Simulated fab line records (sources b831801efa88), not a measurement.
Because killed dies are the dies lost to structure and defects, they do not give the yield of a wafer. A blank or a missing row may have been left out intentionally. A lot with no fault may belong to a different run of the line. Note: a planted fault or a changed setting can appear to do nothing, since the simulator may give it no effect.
Commonality check across tools    flow sky130    Lots sampled 12, wafers sampled 36

THE REASON FOR OPENING IT
Of 12 lots, 2 have the reading VT_ADJUST_NCORE_OVL flagged at SKY_VT_ADJUST_NCORE_OVL_MEAS_08. No-fault wafers: -0.2 nm, standard deviation 1.4.
Rule: a lot gets a flag if all its wafers with a number sit over 4 standard deviations from that mean, or if no wafer of it has a number. The other lots count as sound.

lot   measured      on          VT_ADJUST_NCORE_OVL (nm), wafer by wafer  flag
L349  day 8 13:00   overlay-01  -0.8 -1.2 -0.6                            
L351  day 9 10:31   overlay-02  0.5 -1.1 -1.1                             
L352  day 9 20:05   overlay-01  -1.6 -2.1 -2.5                            
L354  day 10 02:36  overlay-01  -0.4 -0.5 -1.6                            
L353  day 10 04:47  overlay-01  -1.1 0.9 0.6                              
L357  day 10 23:41  overlay-01  -0.8 -0.8 -0.1                            
L362  day 12 11:05  overlay-01  156.9 154.0 154.4                         FLAGGED
L363  day 12 17:59  overlay-02  155.2 156.2 155.0                         FLAGGED
L366  day 13 12:48  overlay-02  -1.2 2.1 1.1                              
L368  day 14 05:34  overlay-01  -1.8 0.6 -0.9                             
L369  day 14 10:37  overlay-02  -0.4 -1.5 -0.6                            
L372  day 15 12:25  overlay-02  -2.3 -0.4 -2.7                            
The numbers of the flagged lots are 155.3 nm on average: +155.5 nm against the usual, or +99 or more standard deviations.

EACH LOT AND THE TOOL IT RAN ON
The record holds 1 process step before the reading, out of a route of 708 steps. Every cell lists first the tool, next ch and the chambers used by the sampled wafers, and last the start.
lot   flag     SKY_VT_ADJUST_NCORE_EXPOSE_04
L349           iline-stepper-02 ch 0, day 8 02:38
L351           iline-stepper-02 ch 0, day 8 23:58
L352           iline-stepper-02 ch 0, day 9 08:59
L354           iline-stepper-02 ch 0, day 9 15:44
L353           iline-stepper-02 ch 0, day 9 17:18
L357           iline-stepper-01 ch 0, day 10 12:25
L362  FLAGGED  iline-stepper-01 ch 0, day 11 22:50
L363  FLAGGED  iline-stepper-01 ch 0, day 12 05:57
L366           iline-stepper-02 ch 0, day 13 00:21
L368           iline-stepper-02 ch 0, day 13 16:26
L369           iline-stepper-02 ch 0, day 13 20:52
L372           iline-stepper-02 ch 0, day 14 22:56
What the steps here do:
- SKY_VT_ADJUST_NCORE_EXPOSE_04: exposes mask LVTN COMPLEMENT THIN, target cd 380 nm.
- SKY_VT_ADJUST_NCORE_OVL_MEAS_08

FLAGGED AGAINST TOTAL, ONE TOOL AT A TIME (gauges that did the reading follow at the end)
step                             tool              lots run  flagged  share of the flagged lots  sound lots run after its first flagged lot
SKY_VT_ADJUST_NCORE_EXPOSE_04    iline-stepper-01  3         2        all                        0
SKY_VT_ADJUST_NCORE_EXPOSE_04    iline-stepper-02  9         0        none                       -
SKY_VT_ADJUST_NCORE_OVL_MEAS_08  overlay-01        7         1        some                       1 (L368)
SKY_VT_ADJUST_NCORE_OVL_MEAS_08  overlay-02        5         1        some                       3 (L366,L369,L372)

THE TABLE: WHAT IT ALLOWS
In the table, 1 row covers all flagged lots: iline-stepper-01 at SKY_VT_ADJUST_NCORE_EXPOSE_04.
- iline-stepper-01 at SKY_VT_ADJUST_NCORE_EXPOSE_04: 2 of its 3 lots flagged. Its last sound lot is L357 (day 10 12:25), its first flagged lot L362 (day 11 22:50): a fault that began between those two fits.
One tool is left: iline-stepper-01 at SKY_VT_ADJUST_NCORE_EXPOSE_04.

WHAT HAD BEEN PUT IN BY THE SIMULATOR
Scanner matching overlay: iline-stepper-01, from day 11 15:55 on, at SKY_VT_ADJUST_NCORE_EXPOSE_04. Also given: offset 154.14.
Struck lots among those shown: L362, L363. This agrees with what the rule above found.
